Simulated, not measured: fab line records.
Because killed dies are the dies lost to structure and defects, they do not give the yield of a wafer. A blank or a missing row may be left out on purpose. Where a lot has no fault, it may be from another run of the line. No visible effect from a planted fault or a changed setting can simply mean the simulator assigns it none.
Matching of chambers    flow gf180mcu    GF_V4_CMP_04 on cmp-01: 4 sister chambers
The step polishes SiO2. 4 wafers are shown with their chamber, then 12 later ones without.

## WAFERS PAIRED WITH THEIR CHAMBERS
wafer   chamber  motor-current-A (A)
L085.4  1        10.4
L091.2  0        11.3
L091.3  3        13.7
L091.5  2        10.4

## WAFERS WHOSE CHAMBER IS MISSING
wafer   motor-current-A (A)
L092.2  10.9
L092.3  13.7
L092.6  10.9
L094.3  13.5
L094.4  10.7
L094.6  10.7
L095.2  13.7
L095.3  10.7
L095.6  11.0
L097.2  10.3
L097.4  10.7
L097.5  10.9

## THE CHAMBER EACH PASSED THROUGH
wafer   from the rows above           in truth
L092.2  can't be placed: 0 or 1 or 2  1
L092.3  3                             3
L092.6  can't be placed: 0 or 1 or 2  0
L094.3  3                             3
L094.4  can't be placed: 1 or 2 or 0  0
L094.6  can't be placed: 1 or 2 or 0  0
L095.2  3                             3
L095.3  can't be placed: 1 or 2 or 0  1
L095.6  can't be placed: 0 or 1 or 2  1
L097.2  can't be placed: 1 or 2       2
L097.4  can't be placed: 1 or 2 or 0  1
L097.5  can't be placed: 0 or 1 or 2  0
Correctly placed: 3 of 12. From these rows, 9 cannot be placed; in 9 the true chamber is one of the candidates. Number placed wrongly: 0.
How it was worked out, from the rows above alone: a wafer's distance from a chamber is the root of the sum, over the readings, of the square of ((its reading less the chamber's mean) divided by the reading's scatter). If the next closest chamber is less than 2 further off than the closest, the wafer can't be placed; otherwise it belongs to the closest. Each chamber's mean is taken over the wafers shown for it. The scatter: with one shown wafer a chamber, the root of the mean of the squares of how far each hidden wafer lies from its nearest shown one.
